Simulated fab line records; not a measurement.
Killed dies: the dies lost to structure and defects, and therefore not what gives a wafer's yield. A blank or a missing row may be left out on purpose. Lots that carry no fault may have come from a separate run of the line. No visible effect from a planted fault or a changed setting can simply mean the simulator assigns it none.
One fault through the eyes of 2 desks :: flow gf180mcu :: each desk has only its own numbers; what lay behind them comes last

== METROLOGY DESK ==
Means of the sampled wafers that have a number, per lot and without regard to the tool the lot ran on: this is what the gauges read. A lot is out of limits, marked OUT, if its mean lies more than 4 standard deviations from the usual mean; the brackets give that distance.
Columns: A = M5_OVL at GF_M5_OVL_MEAS_08, usual -1 nm
lot: L820
first seen here: day 26 18:22
A: 3

lot: L821
first seen here: day 27 05:07
A: -2

lot: L823
first seen here: day 27 20:55
A: -2

lot: L824
first seen here: day 28 04:17
A: 1

lot: L825
first seen here: day 28 10:10
A: -4

lot: L831
first seen here: day 30 05:51
A: 1

lot: L833
first seen here: day 30 17:46
A: 8

lot: L834
first seen here: day 31 04:49
A: 3

lot: L835
first seen here: day 31 11:43
A: -4

lot: L836
first seen here: day 31 17:19
A: 2

lot: L837
first seen here: day 31 19:26
A: 3

lot: L838
first seen here: day 32 04:37
A: 0

lot: L839
first seen here: day 32 08:00
A: -0

lot: L841
first seen here: day 32 21:29
A: -3
This desk's finding: nothing out of limits on any of the 14 lots.

== THE TOOL OWNER'S DESK: rie-diel-01 ==
The tool's own readings at GF_SAB_ETCH_11 (etches SiO2 in C4F8/O2/Ar, target depth 55 nm, time 8.5 s): means of the sampled wafers that have a number, for each lot that ran on this tool. A lot is out of limits, marked OUT, if its mean lies more than 4 standard deviations from the usual mean; the brackets give that distance.
Columns: A = bias-w at GF_SAB_ETCH_11, usual 1200 W; B = oes-product-au at GF_SAB_ETCH_11, usual 1.002 a.u.
lot: L821
first seen here: day 15 23:23
A: 1199
B: 1.012

lot: L823
first seen here: day 16 17:28
A: 1201
B: 1.004

lot: L824
first seen here: day 17 01:52
A: 1203
B: 0.997

lot: L825
first seen here: day 17 06:55
A: 1200
B: 1.001

lot: L833
first seen here: day 20 05:49
A: 1198
B: 1.003

lot: L835
first seen here: day 21 07:38
A: 1200
B: 1.004

lot: L836
first seen here: day 21 13:41
A: 1197
B: 1.003

lot: L839
first seen here: day 22 11:05
A: 1198
B: 1.010
This desk's finding: nothing out of limits on any of the 8 lots.

== PUT TOGETHER ==
Nothing out of limits was seen by the metrology desk.
The desk of the tool owner found nothing out of limits.

== WHAT THE SIMULATOR HAD INSERTED ==
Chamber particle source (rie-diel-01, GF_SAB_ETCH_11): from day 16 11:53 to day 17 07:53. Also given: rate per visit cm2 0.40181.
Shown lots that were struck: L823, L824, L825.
